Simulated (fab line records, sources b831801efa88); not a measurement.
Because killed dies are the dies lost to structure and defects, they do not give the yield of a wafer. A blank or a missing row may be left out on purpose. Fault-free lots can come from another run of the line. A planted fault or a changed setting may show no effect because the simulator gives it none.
A struck lot beside a sound one || flow sky130 || 35 steps out of a route of 708
Sound: the wafers L365.1, L365.2, L365.4. Struck: wafers L378.3, L378.4, L378.5. The cause is given at the end.
Per side, at each step with rows, come the tool, then ch with its chambers, and then its first start. Under that, the readings that differ: sound wafers || struck wafers || difference of the means || sigmas: that difference in standard deviations of wafers without a fault.
alike: a reading whose means differ by less than 2 such deviations, as well as words and numbers matching on both sides. not compared: withheld readings; readings where some wafer has no value; bounds like >300 that might hide an equal value; numbers whose values overlap and for which the record gives no deviation.
Wherever a step has rows on one side only, a row that says differs or no value, or a row with sigmas, the two part there. Numbers that have no deviation but don't overlap get no sigmas and don't part them. Lack of a reading on every wafer of one side parts them only where that side has two or more wafers.

SKY_SD_P_CD_MEAS_07 targets a cd of 380 nm.
  sound on cd sem-01 at day 28 19:37; struck on cd sem-01 at day 32 21:15
  alike: cd nm
SKY_SD_P_OVL_MEAS_08:
  sound on overlay-02 at day 28 19:44; struck on overlay-01 at day 32 21:21
  alike: SD_P_OVL
then, 1 step without rows for these wafers: SKY_SD_P_IMPLANT_09.
SKY_SD_P_STRIP_10: strips in O2/N2.
  sound on plasma asher-04 ch 0,1, day 28 19:55; struck on plasma asher-03 ch 0,1, day 32 21:33
  alike: drypump motor current A, oes product au, strip time to endpoint s
  not compared: rf hours counter h
SKY_SD_P_TW_MEAS_11:
  sound on film metro-04 at day 28 20:01; struck on film metro-01 at day 32 21:38
  alike: SD_P_TW
then, 7 steps without rows for these wafers: SKY_RES_XHIGH_DEHYDRATE_00 (time 60 s); SKY_RES_XHIGH_HMDS_01 (prime time 60 s); SKY_RES_XHIGH_COAT_02 (resist thk 1140 nm); SKY_RES_XHIGH_SOFTBAKE_03 (time 60 s); SKY_RES_XHIGH_EXPOSE_04 (exposes mask URPM, target cd 1270 nm); SKY_RES_XHIGH_PEB_05; SKY_RES_XHIGH_DEVELOP_06 (develop time 60 s).
SKY_RES_XHIGH_IMPLANT_07:
  sound on implanter-01 ch 0, day 30 00:14; struck on implanter-03 ch 0, day 33 23:35
  alike: faraday current uA
SKY_RES_XHIGH_STRIP_08: strips in O2/N2.
  sound on plasma asher-01 ch 0,1, day 30 00:23; struck on plasma asher-04 ch 0,1, day 33 23:43
{"reading": "oes product au (a.u.)", "sound": "0.709 0.712 0.709", "struck": "0.691 0.686 0.689", "difference": -0.021, "sigmas": -5}
{"reading": "strip time to endpoint s (s)", "sound": "14.23 14.26 14.25", "struck": "15.09 15.10 15.08", "difference": "+0.84", "sigmas": "+24"}
  alike: drypump motor current A
  not compared: rf hours counter h
SKY_RES_XHIGH_TW_MEAS_09:
  sound on film metro-01 at day 30 00:29; struck on film metro-04 at day 33 23:49
{"reading": "RES_XHIGH_TW", "sound": "1633 1642 1640", "struck": "2011 2010 2010", "difference": "+372", "sigmas": "+40"}
then, 7 steps without rows for these wafers: SKY_SD_N_DEHYDRATE_00 (time 60 s); SKY_SD_N_HMDS_01 (prime time 60 s); SKY_SD_N_COAT_02 (resist thk 1140 nm); SKY_SD_N_SOFTBAKE_03 (time 60 s); SKY_SD_N_EXPOSE_04 (exposes mask NSDM, target cd 380 nm); SKY_SD_N_PEB_05; SKY_SD_N_DEVELOP_06 (develop time 60 s).
SKY_SD_N_CD_MEAS_07 targets a cd of 380 nm.
  sound on cd sem-01 at day 31 03:43; struck on cd sem-02 at day 35 01:08
  alike: cd nm
SKY_SD_N_OVL_MEAS_08:
  sound on overlay-01 at day 31 03:50; struck on overlay-01 at day 35 01:14
  alike: SD_N_OVL
then, 2 steps without rows for these wafers: SKY_SD_N_IMPLANT_09; SKY_SD_N_IMPLANT_10.
SKY_SD_N_STRIP_11: strips in O2/N2.
  sound on plasma asher-03 ch 0,1, day 31 04:10; struck on plasma asher-03 ch 0,1, day 35 01:35
  alike: drypump motor current A, oes product au, strip time to endpoint s
  not compared: rf hours counter h
SKY_SD_N_TW_MEAS_12:
  sound on film metro-01 at day 31 04:16; struck on film metro-01 at day 35 01:41
  alike: SD_N_TW
then, 1 step without rows for these wafers: SKY_SD_N_CLEAN_13 (cleans in SC1/SC2, time 150 s).
SKY_SD_N_RTA_14: time 2 s.
  sound on rtp anneal-02 ch 0, day 31 04:23; struck on rtp anneal-01 ch 0, day 35 01:47
  alike: lamp power pct, wafer_temp_C_max
SKY_SD_N_RS_MEAS_16: measures by four-point-probe.
  sound on film metro-03 at day 31 04:33; struck on film metro-03 at day 35 01:59
  alike: SD_N_RS
SKY_SD_N_RS_MEAS_17: measures by four-point-probe.
  sound on film metro-03 at day 31 04:40; struck on film metro-03 at day 35 02:06
{"reading": "SD_P_RS (ohm/sq)", "sound": "146.9 146.1 147.1", "struck": "147.7 147.3 147.5", "difference": "+0.8", "sigmas": "+2"}
SKY_SD_N_RS_MEAS_18: measures by four-point-probe.
  sound on film metro-03 at day 31 04:47; struck on film metro-03 at day 35 02:13
{"reading": "RES_XHIGH_RS (ohm/sq)", "sound": "334.0 333.8 332.6", "struck": "204.6 204.6 205.0", "difference": -128.7, "sigmas": "-99 or more"}
then, 1 step without rows for these wafers: SKY_SALICIDE_CLEAN_00 (cleans in HF-last, time 30 s).
-- the record jumps here: 16 days lie between the struck wafers' starts before and after (it left off in module SALICIDE and takes up again in module PAD_OPEN, whose first step shown is number 708 of the route) --
SKY_PAD_OPEN_PROBE_99:
  sound on prober-01 at day 48 00:13; struck on prober-02 at day 50 16:07
{"reading": "model.etest.res xhigh po.line ohm um", "sound": "5965 5628 5916", "struck": "1810 1903 1812", "difference": -3995, "sigmas": ""}
{"reading": "model.etest.res xhigh po.rs ohm sq", "sound": "2057 1972 2072", "struck": "637 667.1 637.5", "difference": -1386, "sigmas": ""}
  alike: killed_at_M0_to_M3, killed_at_M4_up, killed at contacts, killed at front end, killed at other, killed dies, killed on rim, killed open, killed short

== WHERE THEY PART ==
At SKY_RES_XHIGH_STRIP_08 first; at SKY_SD_N_RS_MEAS_18 last (within this record only). Later steps at which nothing parts them and some readings are alike: SKY_PAD_OPEN_PROBE_99.

WHY: the cause the simulator had injected
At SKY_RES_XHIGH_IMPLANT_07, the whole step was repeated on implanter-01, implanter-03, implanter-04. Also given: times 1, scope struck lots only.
